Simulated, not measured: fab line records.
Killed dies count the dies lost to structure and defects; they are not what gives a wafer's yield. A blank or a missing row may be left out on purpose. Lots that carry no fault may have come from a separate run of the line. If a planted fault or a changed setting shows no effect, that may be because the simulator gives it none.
Which tool was responsible? | flow gf180mcu | 21 wafers from 7 lots sampled at 3 of the route's 602 steps

== WHAT THE GAUGES SHOWED, per wafer ==
GF_M4_RS_MEAS_05: measures by four-point-probe.
lot  | measured     | on            | M4_ALCU_RS (ohm/sq)
L134 | day 22 19:44 | film_metro-03 | 0.0706 0.0697 0.0702
L137 | day 24 01:53 | film_metro-02 | 0.0700 0.0697 0.0697
L140 | day 25 01:29 | film_metro-04 | 0.0690 0.0682 0.0687
L144 | day 26 12:06 | film_metro-03 | 0.0690 0.0687 0.0690
L153 | day 28 22:08 | film_metro-02 | 0.0690 0.0701 0.0704
L156 | day 29 18:46 | film_metro-03 | 0.0692 0.0693 0.0689

== WHAT TOOL EACH LOT RAN ON (gives the tool, then ch and the chambers of the sampled wafers, and finally the start) ==
lot  | GF_SALICIDE_WET_ETCH_07         | GF_M4_SPUTTER_01
L134 | wet_bench-01 ch 0, day 15 10:53 | pvd_sputter-04, day 22 19:34
L137 | wet_bench-01 ch 1, day 16 16:35 | pvd_sputter-04, day 24 01:44
L140 | wet_bench-01 ch 0, day 17 15:25 | pvd_sputter-02, day 25 01:21
L142 | wet_bench-01 ch 0, day 18 08:51 | -
L144 | wet_bench-03 ch 0, day 19 07:11 | pvd_sputter-04, day 26 11:56
L153 | wet_bench-03 ch 3, day 22 06:22 | pvd_sputter-03, day 28 21:59
L156 | wet_bench-01 ch 3, day 23 07:02 | pvd_sputter-03, day 29 18:39
- GF_SALICIDE_WET_ETCH_07: etches the open film in SPM, target depth 120 nm.
- GF_M4_SPUTTER_01: material TiN, target thk 30 nm, time 25 s.

== THE ANSWER, worked out from the rows above alone ==
Rule: the lots themselves supply what counts as usual. The widest of any qualifying gaps counts: lots, ordered by their means at a reading, are off when they make up no more than a third of the lots, leave a main group of 4 or more, and stand apart from it by 3 or more times the standard deviation of that group's means. A main group whose means are all the same, to the digits that the tables above print for the reading, isn't used. A lot without any number at a reading at which 4 lots or more have one is off too. All remaining lots with rows at the step are treated as sound.
Nothing can be told from this: no lot is off at any reading shown.

== WHAT WAS PUT IN BY THE SIMULATOR ==
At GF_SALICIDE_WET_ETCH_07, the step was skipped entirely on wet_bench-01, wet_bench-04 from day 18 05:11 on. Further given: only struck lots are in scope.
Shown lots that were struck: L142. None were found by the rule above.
